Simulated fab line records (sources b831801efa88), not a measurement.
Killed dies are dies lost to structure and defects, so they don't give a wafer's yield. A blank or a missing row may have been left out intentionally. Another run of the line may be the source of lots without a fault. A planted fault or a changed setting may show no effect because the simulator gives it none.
fab line records -- flow sky130 -- part 2 of 2: steps 34 to 44 of 44
record: lots: 5, wafers: 15, last-day: 49
route steps=708 shown NWELL@57 PWDE@84 VT_ADJUST_HVTP@85 VT_ADJUST_LVTN@97
lots with no fault: from the same line, run without faults
start-h: the number of hours between the record's first day and the start of the first shown wafer of the lot -- wait-h: hours from the lot's prior step to this one -- " same as the row above -- L1.1+2: one row covering several wafers at once -- - value missing, or start not given -- * or withheld: withheld -- < > ~ a bound
route shown NAME@n: NAME is a module with steps in the file, n the number in the route of the first one -- usual: mean/standard deviation taken from wafers without a fault -- same: alike in all rows -- chamber/n: place in a boat -- sites: the reading at each site -- _std_site: how widely they spread, as a standard deviation -- _edge_site: inner sites' mean taken away from outer sites' mean -- radius-mm: for every site, how far away it sits from the centre of the wafer -- mask NAME#n: copy n -- behind: the tool/chamber that last shaped the wafer -- hold: what put the lot on hold/how long, in hours/how the hold closed -- device: whichever transistor did not switch (one of n, p or np) -- end of line: the tests these same wafers got at the end of their route -- step lacking rows: just its recipe -- killed: at the first sort, the dies lost to defects and structure; wafer yield is something else -- map: the dies of a wafer, with x for killed, . for not killed, _ for no die there
set.NAME: the setting that was run; set.NAME@STEP: the one run at that earlier step -- model.NAME: the simulator's own value behind a step, which no gauge read
lots seen at some steps along the route; tables by step, rows by wafer
services: a tool's chamber out of use, with start hour (start-h, from the record's first day; less than 0 if before it), hours out, and reason
== steps ==
step: SKY_VT_ADJUST_HVTP_DEVELOP_06
recipe: resist: NOVOLAK, developer: TMAH, develop-time-s: 60, dev-temp-c: 23
usual: developer-temp-C: 22.99/0.11
lot.wafer,tool,chamber,start-h,wait-h,developer-temp-C
L080.1,litho-track-01,0,161.67,0.1,23.01
L080.3,litho-track-01,0,161.67,0.1,22.86
L080.4,litho-track-01,0,161.67,0.1,23.04
L087.1,litho-track-01,0,203.57,0.1,22.76
L087.4,litho-track-01,0,203.57,0.1,22.78
L087.6,litho-track-01,0,203.57,0.1,22.95
L088.3,litho-track-04,0,209.49,0.1,22.94
L088.5,litho-track-04,0,209.49,0.1,22.78
L088.6,litho-track-04,0,209.49,0.1,22.81
L089.1,litho-track-04,0,215.44,0.1,23.03
L089.3,litho-track-04,0,215.44,0.1,23.01
L089.4,litho-track-04,0,215.44,0.1,23.11
L094.2,litho-track-01,0,245.70,0.1,23.12
L094.4,litho-track-01,0,245.70,0.1,23.22
L094.5,litho-track-01,0,245.70,0.1,23.23
step: SKY_VT_ADJUST_HVTP_CD_MEAS_07
recipe: target-cd-nm: 380
usual: cd-nm: 380.7/2.1
lot.wafer,tool,chamber,start-h,wait-h,cd-nm
L080.1,cd-sem-02,-,161.82,0.1,383.1
L080.3,cd-sem-02,-,161.82,0.1,383.9
L080.4,cd-sem-02,-,161.82,0.1,383.1
L087.1,cd-sem-02,-,203.72,0.1,381.4
L087.4,cd-sem-02,-,203.72,0.1,381.7
L087.6,cd-sem-02,-,203.72,0.1,383.2
L088.3,cd-sem-02,-,209.63,0.1,378.2
L088.5,cd-sem-02,-,209.63,0.1,378.0
L088.6,cd-sem-02,-,209.63,0.1,377.2
L089.1,cd-sem-01,-,215.59,0.1,380.1
L089.3,cd-sem-01,-,215.59,0.1,377.8
L089.4,cd-sem-01,-,215.59,0.1,380.1
L094.2,cd-sem-02,-,245.84,0.1,379.2
L094.4,cd-sem-02,-,245.84,0.1,376.4
L094.5,cd-sem-02,-,245.84,0.1,378.1
step: SKY_VT_ADJUST_HVTP_OVL_MEAS_08
usual: VT_ADJUST_HVTP_OVL: -0.5/1.6
lot.wafer,tool,chamber,start-h,wait-h,VT_ADJUST_HVTP_OVL[nm]
L080.1,overlay-01,-,161.94,0.1,2.7
L080.3,overlay-01,-,161.94,0.1,1.0
L080.4,overlay-01,-,161.94,0.1,-0.2
L087.1,overlay-02,-,203.84,0.1,-1.1
L087.4,overlay-02,-,203.84,0.1,-0.2
L087.6,overlay-02,-,203.84,0.1,-0.3
L088.3,overlay-02,-,209.72,0.1,0.1
L088.5,overlay-02,-,209.72,0.1,-2.0
L088.6,overlay-02,-,209.72,0.1,-0.1
L089.1,overlay-01,-,215.71,0.1,0.8
L089.3,overlay-01,-,215.71,0.1,0.3
L089.4,overlay-01,-,215.71,0.1,1.3
L094.2,overlay-02,-,245.95,0.1,-1.2
L094.4,overlay-02,-,245.95,0.1,-1.0
L094.5,overlay-02,-,245.95,0.1,-1.2
step: SKY_VT_ADJUST_HVTP_IMPLANT_09
recipe: species: As, energy-kev: 151.7, dose-cm2: 4.3e+12, tilt-deg: withheld
lot.wafer,tool,chamber,start-h,wait-h
L080.1+3+4,implanter-02,0,161.98,0.0
L087.1+4+6,implanter-03,0,203.88,0.0
L088.3+5+6,implanter-03,0,209.79,0.1
L089.1+3+4,implanter-02,0,215.74,0.0
L094.2+4+5,implanter-02,0,246.00,0.0
step: SKY_VT_ADJUST_HVTP_STRIP_10
recipe: chemistry: O2/N2, power-w: 1400, pressure-mtorr: 1500, platen-temp-c: withheld, o2-flow-sccm: 3000, n2-flow-sccm: 300, overash-fraction: 0.5
usual: drypump-motor-current-A: 5.9/0.44, oes-product-au: 0.716/0.0048, strip-time-to-endpoint-s: 14.18/0.03
lot.wafer,tool,chamber,start-h,wait-h,drypump-motor-current-A,oes-product-au,rf-hours-counter-h,strip-time-to-endpoint-s
L080.1,plasma-asher-02,0,162.13,0.1,5.2,0.707,46,14.20
L080.3,plasma-asher-02,0,162.13,0.1,5.2,0.723,-,14.23
L080.4,plasma-asher-02,1,162.13,0.1,5.1,0.708,-,14.18
L087.1,plasma-asher-03,1,204.03,0.1,5.8,0.718,8,14.20
L087.4,plasma-asher-03,0,204.03,0.1,6.5,0.713,-,14.22
L087.6,plasma-asher-03,0,204.03,0.1,6.5,0.717,-,14.16
L088.3,plasma-asher-03,0,209.93,0.1,6.5,0.722,-,14.16
L088.5,plasma-asher-03,1,209.93,0.1,5.9,0.717,-,14.14
L088.6,plasma-asher-03,0,209.93,0.1,6.5,0.719,-,14.17
L089.1,plasma-asher-02,0,215.89,0.1,5.2,0.719,52,14.14
L089.3,plasma-asher-02,1,215.89,0.1,5.1,0.719,-,14.13
L089.4,plasma-asher-02,0,215.89,0.1,5.2,0.717,-,14.19
L094.2,plasma-asher-02,1,246.13,0.1,5.2,0.717,55,14.22
L094.4,plasma-asher-02,0,246.13,0.1,5.2,0.712,-,14.15
L094.5,plasma-asher-02,0,246.13,0.1,5.2,0.719,-,14.14
step: SKY_VT_ADJUST_HVTP_TW_MEAS_11
usual: VT_ADJUST_HVTP_TW: 1356/7.5
lot.wafer,tool,chamber,start-h,wait-h,VT_ADJUST_HVTP_TW
L080.1,film-metro-03,-,162.23,0.1,1358
L080.3,film-metro-03,-,162.23,0.1,1352
L080.4,film-metro-03,-,162.23,0.1,1364
L087.1,film-metro-04,-,204.13,0.1,1363
L087.4,film-metro-04,-,204.13,0.1,1361
L087.6,film-metro-04,-,204.13,0.1,1369
L088.3,film-metro-04,-,210.01,0.1,1359
L088.5,film-metro-04,-,210.01,0.1,1360
L088.6,film-metro-04,-,210.01,0.1,1361
L089.1,film-metro-02,-,215.99,0.1,1342
L089.3,film-metro-02,-,215.99,0.1,1345
L089.4,film-metro-02,-,215.99,0.1,1348
L094.2,film-metro-04,-,246.24,0.1,1356
L094.4,film-metro-04,-,246.24,0.1,1363
L094.5,film-metro-04,-,246.24,0.1,1351
step: SKY_VT_ADJUST_LVTN_DEHYDRATE_00
recipe: temp-c: 200, time-s: 60
lot.wafer,tool,chamber,start-h,wait-h
L080.1+3+4,litho-track-01,0,172.17,9.9
L087.1+4+6,litho-track-01,0,214.72,10.6
L088.3+5+6,litho-track-02,0,220.90,10.9
L089.1+3+4,litho-track-03,0,226.45,10.4
L094.2+4+5,litho-track-02,0,257.27,11.0
step: SKY_VT_ADJUST_LVTN_HMDS_01
recipe: prime-time-s: 60, prime-temp-c: 120
lot.wafer,tool,chamber,start-h,wait-h
L080.1+3+4,litho-track-01,0,172.32,0.1
L087.1+4+6,litho-track-01,0,214.87,0.1
L088.3+5+6,litho-track-02,0,221.05,0.1
L089.1+3+4,litho-track-03,0,226.60,0.1
L094.2+4+5,litho-track-02,0,257.42,0.1
step: SKY_VT_ADJUST_LVTN_COAT_02
recipe: spin-rpm: 2000, resist-thk-nm: 3000
lot.wafer,tool,chamber,start-h,wait-h
L080.1+3+4,litho-track-01,0,172.47,0.1
L087.1+4+6,litho-track-01,0,215.02,0.1
L088.3+5+6,litho-track-02,0,221.20,0.1
L089.1+3+4,litho-track-03,0,226.75,0.1
L094.2+4+5,litho-track-02,0,257.57,0.1
step: SKY_VT_ADJUST_LVTN_SOFTBAKE_03
recipe: temp-c: 110, time-s: withheld
lot.wafer,tool,chamber,start-h,wait-h
L080.1+3+4,litho-track-01,0,172.62,0.1
L087.1+4+6,litho-track-01,0,215.17,0.1
L088.3+5+6,litho-track-02,0,221.36,0.1
L089.1+3+4,litho-track-03,0,226.90,0.1
L094.2+4+5,litho-track-02,0,257.73,0.1
step: SKY_VT_ADJUST_LVTN_EXPOSE_04
recipe: mask-id: NWM_COMPLEMENT_LESS_NATIVE, na: 0.6, source-shape: conventional, sigma-outer: 0.6, polarization: unpolarized, target-cd-nm: 840, dose-mj: 194
usual: focus-offset-nm: 0.0/0.5, stage-vel-mm-s: 499.93/0.27
lot.wafer,tool,chamber,start-h,wait-h,mask,focus-offset-nm,stage-vel-mm-s
L080.1,iline-stepper-01,0,-,-,NWM_COMPLEMENT_LESS_NATIVE#0,-0.6,499.55
L080.3,iline-stepper-01,0,-,-,NWM_COMPLEMENT_LESS_NATIVE#0,-0.1,499.87
L080.4,iline-stepper-01,0,-,-,NWM_COMPLEMENT_LESS_NATIVE#0,-0.5,499.55
L087.1,iline-stepper-01,0,-,-,NWM_COMPLEMENT_LESS_NATIVE#0,-0.3,500.51
L087.4,iline-stepper-01,0,-,-,NWM_COMPLEMENT_LESS_NATIVE#0,-0.1,500.12
L087.6,iline-stepper-01,0,-,-,NWM_COMPLEMENT_LESS_NATIVE#0,-0.1,500.22
L088.3,iline-stepper-01,0,-,-,NWM_COMPLEMENT_LESS_NATIVE#0,0.3,499.74
L088.5,iline-stepper-01,0,-,-,NWM_COMPLEMENT_LESS_NATIVE#0,0.7,500.02
L088.6,iline-stepper-01,0,-,-,NWM_COMPLEMENT_LESS_NATIVE#0,0.4,500.18
L089.1,iline-stepper-02,0,-,-,NWM_COMPLEMENT_LESS_NATIVE#0,0.5,499.86
L089.3,iline-stepper-02,0,-,-,NWM_COMPLEMENT_LESS_NATIVE#0,-0.1,499.98
L089.4,iline-stepper-02,0,-,-,NWM_COMPLEMENT_LESS_NATIVE#0,-0.1,500.17
L094.2,iline-stepper-02,0,-,-,NWM_COMPLEMENT_LESS_NATIVE#0,-0.3,499.39
L094.4,iline-stepper-02,0,-,-,NWM_COMPLEMENT_LESS_NATIVE#0,-0.3,499.61
L094.5,iline-stepper-02,0,-,-,NWM_COMPLEMENT_LESS_NATIVE#0,0.8,499.73
== services ==
tool,chamber,start-h,hours,kind
plasma-asher-03,-,108.75,9.0,pm
plasma-asher-03,0,108.75,9.0,vent-cycle
plasma-asher-03,1,108.75,9.0,vent-cycle
implanter-04,-,110.37,1.8,repair
iline-stepper-01,-,113.33,8.9,pm
plasma-asher-03,0,117.75,-,clean
plasma-asher-03,1,117.75,-,clean
plasma-asher-02,-,138.18,0.9,repair
iline-stepper-01,-,154.26,1.7,pm
implanter-03,-,177.02,2.8,repair
iline-stepper-02,-,184.41,4.4,pm
implanter-04,-,195.20,4.1,repair
iline-stepper-02,-,195.75,28.9,pm
implanter-04,-,211.46,3.8,pm
plasma-asher-03,-,212.11,17.1,repair
implanter-03,-,218.90,1.4,repair
implanter-04,-,251.78,1.0,repair
